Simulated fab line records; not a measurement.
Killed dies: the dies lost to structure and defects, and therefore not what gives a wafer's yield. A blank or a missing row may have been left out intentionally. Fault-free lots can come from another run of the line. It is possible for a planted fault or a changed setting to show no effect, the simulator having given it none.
What tool caused it? + flow gf180mcu + Sampling: 11 lots, 33 wafers, 6 of 602 route steps

## WHAT THE GAUGES READ, wafer by wafer
GF_DUAL_GATE_OVL_MEAS_11. Usual: DUAL_GATE_OVL gives 1.3 nm (standard deviation 1.1).
| lot  | measured     | on         | DUAL_GATE_OVL (nm) | flag |
|------|--------------|------------|--------------------|------|
| L263 | day 9 01:26  | overlay-01 | 2.1 1.5 2.4        |      |
| L264 | day 9 06:04  | overlay-01 | 2.5 -0.3 1.6       |      |
| L271 | day 11 10:30 | overlay-01 | 0.7 1.5 2.2        |      |
| L273 | day 11 20:12 | overlay-02 | 1.4 0.9 0.9        |      |
| L274 | day 12 03:22 | overlay-01 | 1.2 1.4 1.5        |      |
| L277 | day 12 23:07 | overlay-01 | 1.6 0.9 0.4        |      |
| L278 | day 13 06:16 | overlay-01 | 0.1 -0.6 -0.4      |      |
| L280 | day 13 21:22 | overlay-02 | 2.4 2.8 3.0        |      |
| L281 | day 14 04:19 | overlay-02 | 3.1 1.9 1.8        |      |
| L282 | day 14 11:33 | overlay-01 | 0.9 1.2 1.2        |      |
| L284 | day 14 22:58 | overlay-01 | -0.2 1.8 0.8       |      |

GF_PSD_CD_MEAS_07 targets a cd of 400 nm. Usual: cd-nm reads 399.4 nm (standard deviation 2).
| lot  | measured     | on        | cd-nm (nm)        | flag |
|------|--------------|-----------|-------------------|------|
| L263 | day 15 03:35 | cd-sem-01 | 397.4 396.7 397.6 |      |
| L264 | day 15 07:47 | cd-sem-02 | 402.1 400.8 401.8 |      |
| L271 | day 17 23:36 | cd-sem-02 | 398.7 397.4 397.2 |      |
| L273 | day 18 14:22 | cd-sem-01 | 397.3 396.1 398.7 |      |
| L274 | day 18 20:58 | cd-sem-01 | 399.2 399.9 400.0 |      |
| L277 | day 19 21:14 | cd-sem-02 | 399.8 400.9 398.3 |      |
| L278 | day 20 05:53 | cd-sem-02 | 399.7 399.1 398.5 |      |
| L280 | day 20 23:33 | cd-sem-02 | 401.1 402.2 402.5 |      |
| L281 | day 21 07:46 | cd-sem-02 | 398.6 399.5 396.5 |      |
| L282 | day 21 14:36 | cd-sem-02 | 396.4 396.3 399.1 |      |
| L284 | day 22 07:04 | cd-sem-01 | 398.9 399.0 400.3 |      |

GF_PSD_TW_MEAS_11. Usual: PSD_TW gives 3181 (standard deviation 26).
| lot  | measured     | on            | PSD_TW                  | flag |
|------|--------------|---------------|-------------------------|------|
| L263 | day 15 03:58 | film-metro-01 | 3190 3197 3213          |      |
| L264 | day 15 08:11 | film-metro-01 | 303 293 303 303 295 303 | OFF  |
| L271 | day 18 00:01 | film-metro-04 | 3149 3141 3149          |      |
| L273 | day 18 14:47 | film-metro-04 | 3150 3137 3151          |      |
| L274 | day 18 21:23 | film-metro-04 | 3150 3152 3132          |      |
| L277 | day 19 21:43 | film-metro-02 | 3203 3229 3206          |      |
| L278 | day 20 06:17 | film-metro-02 | 3201 3204 3204          |      |
| L280 | day 20 23:58 | film-metro-01 | 3203 3186 3208          |      |
| L281 | day 21 08:10 | film-metro-01 | 3173 3188 3202          |      |
| L282 | day 21 15:01 | film-metro-02 | 3191 3204 3192          |      |
| L284 | day 22 07:26 | film-metro-04 | 3149 3143 3159          |      |

## TOOL THAT RAN EACH LOT (tool first, then ch and the chambers of the sampled wafers, then the start)
| lot  | GF_HV_LDD_RTA_52                 | GF_NSD_STRIP_11                      | GF_PSD_STRIP_10                      |
|------|----------------------------------|--------------------------------------|--------------------------------------|
| L263 | rtp-anneal-01 ch 0, day 13 05:40 | plasma-asher-04 ch 0,1, day 14 06:22 | plasma-asher-03 ch 0,1, day 15 03:52 |
| L264 | rtp-anneal-01 ch 0, day 13 11:03 | plasma-asher-04 ch 0,1, day 14 10:49 | plasma-asher-03 ch 0,1, day 15 08:05 |
| L271 | rtp-anneal-02 ch 0, day 15 23:48 | plasma-asher-02 ch 0,1, day 17 00:55 | plasma-asher-03 ch 0,1, day 17 23:55 |
| L273 | rtp-anneal-01 ch 0, day 16 11:20 | plasma-asher-02 ch 0,1, day 17 14:38 | plasma-asher-02 ch 0,1, day 18 14:41 |
| L274 | rtp-anneal-01 ch 0, day 16 19:41 | plasma-asher-03 ch 0,1, day 17 20:56 | plasma-asher-01 ch 0,1, day 18 21:17 |
| L277 | rtp-anneal-02 ch 0, day 17 17:00 | plasma-asher-02 ch 0,1, day 18 20:34 | plasma-asher-03 ch 0,1, day 19 21:37 |
| L278 | rtp-anneal-02 ch 0, day 18 01:48 | plasma-asher-04 ch 0, day 19 05:11   | plasma-asher-01 ch 0,1, day 20 06:11 |
| L280 | rtp-anneal-02 ch 0, day 18 19:02 | plasma-asher-02 ch 0,1, day 19 23:38 | plasma-asher-02 ch 0,1, day 20 23:52 |
| L281 | rtp-anneal-02 ch 0, day 19 03:57 | plasma-asher-03 ch 0,1, day 20 07:50 | plasma-asher-03 ch 0, day 21 08:04   |
| L282 | rtp-anneal-01 ch 0, day 19 11:23 | plasma-asher-02 ch 0,1, day 20 14:59 | plasma-asher-01 ch 0,1, day 21 14:55 |
| L284 | rtp-anneal-01 ch 0, day 20 03:37 | plasma-asher-03 ch 0,1, day 21 06:56 | plasma-asher-01 ch 0,1, day 22 07:22 |
- GF_HV_LDD_RTA_52: time 10 s.
- GF_NSD_STRIP_11: strips in O2/N2.
- GF_PSD_STRIP_10: strips in O2/N2.

## AS READ BY THE TOOLS THEMSELVES (means over the sampled wafers that have a number; for cases with no such wafer, the mark the record gives instead)
GF_HV_LDD_RTA_52. Usual: anneal-temp-c-max 1006.6, standard deviation 1.1; lamp-power-pct 31.3 %, standard deviation 0.77; wafer_temp_C_max 1003.3, standard deviation 0.69.
| lot  | tool          | anneal-temp-c-max | lamp-power-pct (%) | wafer_temp_C_max | flag |
|------|---------------|-------------------|--------------------|------------------|------|
| L263 | rtp-anneal-01 | 1006.5            | 32.0               | 1003.9           |      |
| L264 | rtp-anneal-01 | 1006.7            | 32.0               | 1003.0           |      |
| L271 | rtp-anneal-02 | 1006.3            | 30.4               | 1003.0           |      |
| L273 | rtp-anneal-01 | 1005.8            | 32.0               | 1003.6           |      |
| L274 | rtp-anneal-01 | 1007.1            | 32.0               | 1003.2           |      |
| L277 | rtp-anneal-02 | 1005.1            | 30.4               | 1002.6           |      |
| L278 | rtp-anneal-02 | 1006.8            | 30.4               | 1003.0           |      |
| L280 | rtp-anneal-02 | 1006.6            | 30.4               | 1003.1           |      |
| L281 | rtp-anneal-02 | 1006.9            | 30.4               | 1003.7           |      |
| L282 | rtp-anneal-01 | 1007.3            | 32.0               | 1003.5           |      |
| L284 | rtp-anneal-01 | 1006.5            | 32.0               | 1003.3           |      |

GF_NSD_STRIP_11. Usual: drypump-motor-current-A 5.6 A, standard deviation 0.51; heater-power-w 348 W, standard deviation 27; oes-product-au 0.485 a.u., standard deviation 0.0045; strip-time-to-endpoint-s 23.10 s, standard deviation 0.039.
| lot  | tool            | drypump-motor-current-A (A) | heater-power-w (W) | oes-product-au (a.u.) | strip-time-to-endpoint-s (s) | flag |
|------|-----------------|-----------------------------|--------------------|-----------------------|------------------------------|------|
| L263 | plasma-asher-04 | 5.4                         | 308                | 0.486                 | 23.07                        |      |
| L264 | plasma-asher-04 | 5.6                         | 294                | 0.592                 | -                            | OFF  |
| L271 | plasma-asher-02 | 5.6                         | 351                | 0.483                 | 23.14                        |      |
| L273 | plasma-asher-02 | 5.3                         | 357                | 0.480                 | 23.04                        |      |
| L274 | plasma-asher-03 | 5.9                         | 358                | 0.483                 | 23.09                        |      |
| L277 | plasma-asher-02 | 5.6                         | 348                | 0.484                 | 23.12                        |      |
| L278 | plasma-asher-04 | 5.8                         | 281                | 0.485                 | 23.16                        |      |
| L280 | plasma-asher-02 | 5.6                         | 353                | 0.482                 | 23.11                        |      |
| L281 | plasma-asher-03 | 5.9                         | 348                | 0.482                 | 23.17                        |      |
| L282 | plasma-asher-02 | 5.6                         | 350                | 0.489                 | 23.12                        |      |
| L284 | plasma-asher-03 | 5.9                         | 354                | 0.485                 | 23.16                        |      |

GF_PSD_STRIP_10. Usual: drypump-motor-current-A 5.6 A, standard deviation 0.45; heater-power-w 343 W, standard deviation 31; oes-product-au 0.592 a.u., standard deviation 0.0045; strip-time-to-endpoint-s 16.53 s, standard deviation 0.041.
| lot  | tool            | drypump-motor-current-A (A) | heater-power-w (W) | oes-product-au (a.u.) | strip-time-to-endpoint-s (s) | flag |
|------|-----------------|-----------------------------|--------------------|-----------------------|------------------------------|------|
| L263 | plasma-asher-03 | 6.1                         | 386                | 0.590                 | 16.56                        |      |
| L264 | plasma-asher-03 | 5.9                         | 356                | 0.600                 | 17.97                        | OFF  |
| L271 | plasma-asher-03 | 5.9                         | 358                | 0.590                 | 16.54                        |      |
| L273 | plasma-asher-02 | 5.6                         | 347                | 0.591                 | 16.52                        |      |
| L274 | plasma-asher-01 | 5.3                         | 318                | 0.590                 | 16.53                        |      |
| L277 | plasma-asher-03 | 5.9                         | 357                | 0.593                 | 16.52                        |      |
| L278 | plasma-asher-01 | 5.3                         | 314                | 0.592                 | 16.56                        |      |
| L280 | plasma-asher-02 | 5.3                         | 360                | 0.593                 | 16.54                        |      |
| L281 | plasma-asher-03 | 5.8                         | 347                | 0.594                 | 16.54                        |      |
| L282 | plasma-asher-01 | 5.3                         | 316                | 0.590                 | 16.53                        |      |
| L284 | plasma-asher-01 | 5.4                         | 315                | 0.590                 | 16.51                        |      |

## THE ANSWER, worked out from the rows above alone
Rule: lot off if the mean of its wafers having a number is beyond 3 standard deviations from the usual mean. Also off: a lot with no number at a reading for which 4 or more lots have one. Where the step has rows for the other lots, those lots are counted as sound. The gauges are gone through in route order, then the tools' own readings, and for those a lot's mean is taken as printed above. At the first step where some lot is off, the reading lying furthest off is the one used; lots without a number count as furthest.
Off: at GF_PSD_TW_MEAS_11 (PSD_TW), L264.
A tool fits if, at a process step before that reading, it ran every lot that is off, and no sound lot after the first of them. Not tried: the gauges at GF_PSD_TW_MEAS_11; whatever is off there is also off at GF_NSD_STRIP_11, on other tools, and gauge error can't account for it. Of those tried, none fits.

## WHAT THE SIMULATOR HAD PUT IN
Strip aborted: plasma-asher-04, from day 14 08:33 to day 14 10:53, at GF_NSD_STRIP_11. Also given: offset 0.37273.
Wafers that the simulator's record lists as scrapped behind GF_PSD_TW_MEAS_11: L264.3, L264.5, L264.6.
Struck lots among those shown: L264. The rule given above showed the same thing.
